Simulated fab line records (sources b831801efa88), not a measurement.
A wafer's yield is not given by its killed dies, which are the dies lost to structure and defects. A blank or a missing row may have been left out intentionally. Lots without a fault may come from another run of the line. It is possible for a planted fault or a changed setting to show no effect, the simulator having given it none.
fab line records	flow sky130
record lots=13	wafers=39	last_day=50
route steps=708 shown FIELD_ISO@1 SONOS_TUNNEL@163 LDD_LDN@301 LI_CONTACT@375
lots with no fault: from the same line, run without faults
start_h: hours from the record's opening day to when the first of the lot's shown wafers began	wait_h: hours since the lot's step before	" identical to the entry in the row above	L1.1+2: several wafers, shown together as one row	- no value, or no start was given	* or withheld: withheld	< > ~ a bound
route shown NAME@n: a module of which the file shows steps, and the number in the route of the first	usual: mean/standard deviation taken from wafers without a fault	same: alike in all rows	chamber/n: place in a boat	sites: readings site by site	_std_site: how widely they spread, as a standard deviation	_edge_site: mean of outer sites minus mean of inner sites	radius_mm: how far each site lies from the wafer's centre	mask NAME#n: copy n	behind: tool/chamber where the wafer was last shaped	hold: reason for holding the lot/hours on hold/outcome of the hold	device: which transistor (n, p or np) failed to switch	end of line: at the end of the route, the tests of the same wafers	a step with no rows: only its recipe	killed: dies lost to structure and defects at the first sort, not the wafer's yield	map: shows each die of a wafer: x if killed, . if not, _ if none is there
set.NAME: the run value of the setting; set.NAME@STEP: its run value at that earlier step	model.NAME: the simulator's own value behind a step, which no gauge read
steps of the route over a sample of lots; a table a step, a row a wafer
services: the hour from which a tool's chamber was out of use, counted from the record's first day as start_h (under 0 if before that day), plus the number of hours and why
## steps
# step SKY_FIELD_ISO_BOW_MEAS_00
# recipe mode=bow
# usual INCOMING_BOW=0/6.7
lot.wafer	tool	chamber	start_h	wait_h	INCOMING_BOW[um]
L521.1	film_metro-03	-	10.00	-	5
L521.2	"	-	"	"	7
L521.3	"	-	"	"	13
L523.1	film_metro-03	-	20.00	-	4
L523.5	"	-	"	"	12
L523.6	"	-	"	"	-2
L524.1	film_metro-02	-	25.00	-	-2
L524.4	"	-	"	"	1
L524.5	"	-	"	"	-3
L525.2	film_metro-01	-	30.02	-	5
L525.4	"	-	"	"	15
L525.5	"	-	"	"	2
L527.3	film_metro-01	-	40.04	-	-7
L527.5	"	-	"	"	8
L527.6	"	-	"	"	2
L529.2	film_metro-03	-	50.02	-	-8
L529.4	"	-	"	"	6
L529.5	"	-	"	"	4
L530.1	film_metro-03	-	55.00	-	-2
L530.2	"	-	"	"	6
L530.5	"	-	"	"	2
L532.1	film_metro-02	-	65.02	-	-2
L532.2	"	-	"	"	0
L532.3	"	-	"	"	-3
L534.3	film_metro-01	-	75.04	-	-6
L534.4	"	-	"	"	0
L534.6	"	-	"	"	7
L536.2	film_metro-03	-	85.02	-	5
L536.3	"	-	"	"	-6
L536.5	"	-	"	"	13
L538.3	film_metro-03	-	95.04	-	-5
L538.5	"	-	"	"	4
L538.6	"	-	"	"	6
L541.1	film_metro-03	-	110.00	-	0
L541.2	"	-	"	"	-9
L541.3	"	-	"	"	-8
L542.1	film_metro-02	-	115.00	-	15
L542.3	"	-	"	"	1
L542.6	"	-	"	"	-1
# step SKY_SONOS_TUNNEL_IMPLANT_09
# recipe species=B	energy_kev=20	dose_cm2=1e+12	tilt_deg=withheld
lot.wafer	tool	chamber	start_h	wait_h
L521.1+2+3	implanter-03	0	247.67	0.0
L523.1+5+6	implanter-02	0	276.68	0.0
L524.1+4+5	implanter-03	0	277.08	0.0
L525.2+4+5	implanter-04	0	282.31	0.0
L527.3+5+6	implanter-04	0	290.13	0.1
L529.2+4+5	implanter-04	0	309.95	0.0
L530.1+2+5	implanter-02	0	317.33	0.0
L530.1+2+5	implanter-02	0	317.64	0.3
L532.1+2+3	implanter-02	0	329.02	0.0
L534.3+4+6	implanter-03	0	349.78	0.1
L534.3+4+6	implanter-03	0	350.09	0.3
L536.2+3+5	implanter-03	0	366.25	0.0
L538.3+5+6	implanter-02	0	386.76	0.1
L541.1+2+3	implanter-03	0	419.46	0.0
L542.1+3+6	implanter-04	0	444.62	0.0
# step SKY_SONOS_TUNNEL_TW_MEAS_12
# usual SONOS_TUNNEL_TW=198.5/2.1
lot.wafer	tool	chamber	start_h	wait_h	SONOS_TUNNEL_TW
L521.1	film_metro-02	-	248.08	0.0	201.8
L521.2	"	-	"	"	200.6
L521.3	"	-	"	"	201.8
L523.1	film_metro-02	-	277.10	0.0	200.7
L523.5	"	-	"	"	199.9
L523.6	"	-	"	"	200.1
L524.1	film_metro-02	-	277.51	0.0	199.8
L524.4	"	-	"	"	199.3
L524.5	"	-	"	"	200.0
L525.2	film_metro-03	-	282.71	0.0	197.7
L525.4	"	-	"	"	196.4
L525.5	"	-	"	"	196.5
L527.3	film_metro-03	-	290.68	0.0	197.5
L527.5	"	-	"	"	197.6
L527.6	"	-	"	"	196.5
L529.2	film_metro-03	-	310.36	0.0	198.6
L529.4	"	-	"	"	197.0
L529.5	"	-	"	"	197.0
L530.1	film_metro-03	-	318.08	0.0	240.7
L530.2	"	-	"	"	241.6
L530.5	"	-	"	"	241.9
L530.1	film_metro-03	-	318.35	0.3	240.7
L530.2	"	-	"	"	242.0
L530.5	"	-	"	"	241.1
L532.1	film_metro-04	-	329.45	0.0	196.8
L532.2	"	-	"	"	197.6
L532.3	"	-	"	"	195.8
L534.3	film_metro-02	-	350.52	0.0	246.5
L534.4	"	-	"	"	245.0
L534.6	"	-	"	"	245.7
L534.3	film_metro-02	-	350.74	0.2	245.7
L534.4	"	-	"	"	246.0
L534.6	"	-	"	"	245.8
L536.2	film_metro-04	-	366.65	0.0	197.4
L536.3	"	-	"	"	197.6
L536.5	"	-	"	"	196.3
L538.3	film_metro-04	-	387.32	0.0	196.6
L538.5	"	-	"	"	197.8
L538.6	"	-	"	"	196.8
L541.1	film_metro-03	-	419.96	0.0	197.5
L541.2	"	-	"	"	197.6
L541.3	"	-	"	"	199.3
L542.1	film_metro-03	-	445.18	0.0	197.2
L542.3	"	-	"	"	198.5
L542.6	"	-	"	"	198.5
# step SKY_LDD_LDN_STRIP_12
# recipe chemistry=O2/N2	power_w=1400	pressure_mtorr=1500	platen_temp_c=withheld	o2_flow_sccm=3000	n2_flow_sccm=300	overash_fraction=0.5
# usual drypump_motor_current_A=5.9/0.56	oes_product_au=0.715/0.0045	strip_time_to_endpoint_s=14.36/0.036
lot.wafer	tool	chamber	start_h	wait_h	drypump_motor_current_A	oes_product_au	rf_hours_counter_h	strip_time_to_endpoint_s
L521.1	plasma_asher-03	0	519.31	0.1	6.5	0.716	71	14.37
L521.2	"	1	"	"	5.5	0.711	71	14.34
L521.3	"	1	"	"	5.5	0.712	-	14.31
L523.1	plasma_asher-04	1	555.16	0.1	6.0	0.716	13	14.32
L523.5	"	1	"	"	6.0	0.722	-	14.34
L523.6	"	0	"	"	6.4	0.724	-	14.34
L524.1	plasma_asher-04	0	558.55	0.1	6.5	0.708	13	14.33
L524.4	"	0	"	"	6.4	0.711	-	14.33
L524.5	"	0	"	"	6.5	0.715	-	14.32
L525.2	plasma_asher-02	1	564.49	0.1	4.9	0.710	46	14.35
L525.4	"	0	"	"	5.7	0.713	-	14.37
L525.5	"	0	"	"	5.7	0.713	-	14.40
L527.3	plasma_asher-03	0	572.14	0.1	6.5	0.711	-	14.33
L527.5	"	1	"	"	5.5	0.726	-	14.30
L527.6	"	0	"	"	6.5	0.724	-	14.34
L529.2	plasma_asher-02	0	600.00	0.1	5.7	0.711	50	14.42
L529.4	"	1	"	"	4.9	0.723	-	14.40
L529.5	"	1	"	"	4.9	0.713	-	14.38
L530.1	plasma_asher-02	1	608.44	0.1	4.9	0.719	51	14.37
L530.2	"	0	"	"	5.7	0.719	51	14.38
L530.5	"	0	"	"	5.7	0.712	-	14.34
L532.1	plasma_asher-04	0	612.60	0.1	6.4	0.718	18	14.33
L532.2	"	1	"	"	6.0	0.715	18	14.33
L532.3	"	1	"	"	6.0	0.719	-	14.29
L534.3	plasma_asher-04	0	641.52	0.1	6.5	0.720	-	14.40
L534.4	"	1	"	"	6.0	0.712	-	14.41
L534.6	"	0	"	"	6.5	0.711	-	14.41
L536.2	plasma_asher-03	0	653.26	0.1	6.5	0.712	84	14.32
L536.3	"	0	"	"	6.6	0.718	-	14.33
L536.5	"	1	"	"	5.5	0.716	-	14.33
L538.3	plasma_asher-03	0	670.34	0.1	6.5	0.713	-	14.31
L538.5	"	1	"	"	5.5	0.711	-	14.32
L538.6	"	0	"	"	6.5	0.704	-	14.32
L541.1	plasma_asher-02	0	702.95	0.1	5.7	0.712	58	14.37
L541.2	"	1	"	"	4.9	0.712	58	14.43
L541.3	"	1	"	"	4.9	0.707	-	14.39
L542.1	plasma_asher-03	0	722.22	0.1	6.5	0.712	93	14.37
L542.3	"	0	"	"	6.5	0.712	-	14.35
L542.6	"	1	"	"	5.5	0.713	-	14.41
# step SKY_LI_CONTACT_OVL_MEAS_13
# usual LI_CONTACT_OVL=-4/5.2
lot.wafer	tool	chamber	start_h	wait_h	LI_CONTACT_OVL[nm]
L521.1	overlay-01	-	670.28	0.1	-3
L521.2	"	-	"	"	-3
L521.3	"	-	"	"	-8
L523.1	overlay-02	-	705.53	0.1	-7
L523.5	"	-	"	"	-7
L523.6	"	-	"	"	-13
L524.1	overlay-01	-	707.23	0.1	-3
L524.4	"	-	"	"	-7
L524.5	"	-	"	"	-7
L525.2	overlay-02	-	714.33	0.1	-2
L525.4	"	-	"	"	1
L525.5	"	-	"	"	-3
L527.3	overlay-02	-	720.69	0.1	-8
L527.5	"	-	"	"	2
L527.6	"	-	"	"	-6
L529.2	overlay-02	-	745.18	0.1	-3
L529.4	"	-	"	"	-1
L529.5	"	-	"	"	-3
L530.1	overlay-02	-	752.93	0.1	-7
L530.2	"	-	"	"	-8
L530.5	"	-	"	"	0
L532.1	overlay-01	-	754.88	0.1	-17
L532.2	"	-	"	"	-8
L532.3	"	-	"	"	-11
L534.3	overlay-02	-	782.55	0.1	-4
L534.4	"	-	"	"	-10
L534.6	"	-	"	"	-3
L536.2	overlay-01	-	792.64	0.1	0
L536.3	"	-	"	"	-4
L536.5	"	-	"	"	-2
L538.3	overlay-01	-	808.90	0.1	-13
L538.5	"	-	"	"	-8
L538.6	"	-	"	"	-16
L541.1	overlay-02	-	841.68	0.1	-12
L541.2	"	-	"	"	-3
L541.3	"	-	"	"	-1
L542.1	overlay-02	-	858.28	0.1	2
L542.3	"	-	"	"	-1
L542.6	"	-	"	"	-1
## services
tool	chamber	start_h	hours	kind
plasma_asher-04	-	229.68	6.0	repair
plasma_asher-04	-	250.60	13.1	repair
implanter-02	-	252.24	7.3	repair
implanter-03	-	267.18	0.7	repair
implanter-03	-	269.45	5.8	pm
plasma_asher-03	-	287.53	2.8	pm
implanter-02	-	287.95	4.0	pm
plasma_asher-04	-	296.92	14.6	pm
plasma_asher-03	-	299.26	14.6	pm
implanter-02	-	301.30	3.5	pm
implanter-03	-	314.12	19.8	pm
implanter-04	-	359.79	3.1	pm
implanter-04	-	391.84	3.1	repair
plasma_asher-04	-	405.42	1.8	repair
plasma_asher-04	-	421.25	9.0	pm
plasma_asher-03	-	443.10	3.8	repair
implanter-04	-	452.59	17.8	pm
plasma_asher-03	-	494.85	0.6	repair
implanter-03	-	512.46	1.0	repair
implanter-02	-	557.34	6.2	repair
implanter-03	-	581.42	2.2	repair
implanter-03	-	631.69	3.5	repair
implanter-02	-	654.20	5.3	repair
implanter-03	-	707.45	5.7	repair
## key
first_sign step=SKY_SONOS_TUNNEL_IMPLANT_09	reading=visit	direction=added
effect step=SKY_SONOS_TUNNEL_TW_MEAS_12	reading=visit	direction=added
effect step=SKY_SONOS_TUNNEL_TW_MEAS_12	reading=SONOS_TUNNEL_TW	direction=up	sigmas=22	usual=198.5	struck=243.6
met_at SKY_SONOS_TUNNEL_IMPLANT_09
struck_lots L530,L534
tester_left_out L530,L534
not_acting_at SKY_FIELD_ISO_BOW_MEAS_00,SKY_LDD_LDN_STRIP_12,SKY_LI_CONTACT_OVL_MEAS_13
fault kind=repeated_step_whole	tool=implanter-02,implanter-03,implanter-04	chamber=-	onset_h=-	steps=SKY_SONOS_TUNNEL_IMPLANT_09	times=1	scope=struck_lots_only
# tester_left_out: of these lots the tester's yield and bins aren't shown, on N5 and GAA mostly nor the transistor test; their killed dies are dies lost to structure and defects alone, not to doping, threshold or leakage, so they don't give the yield
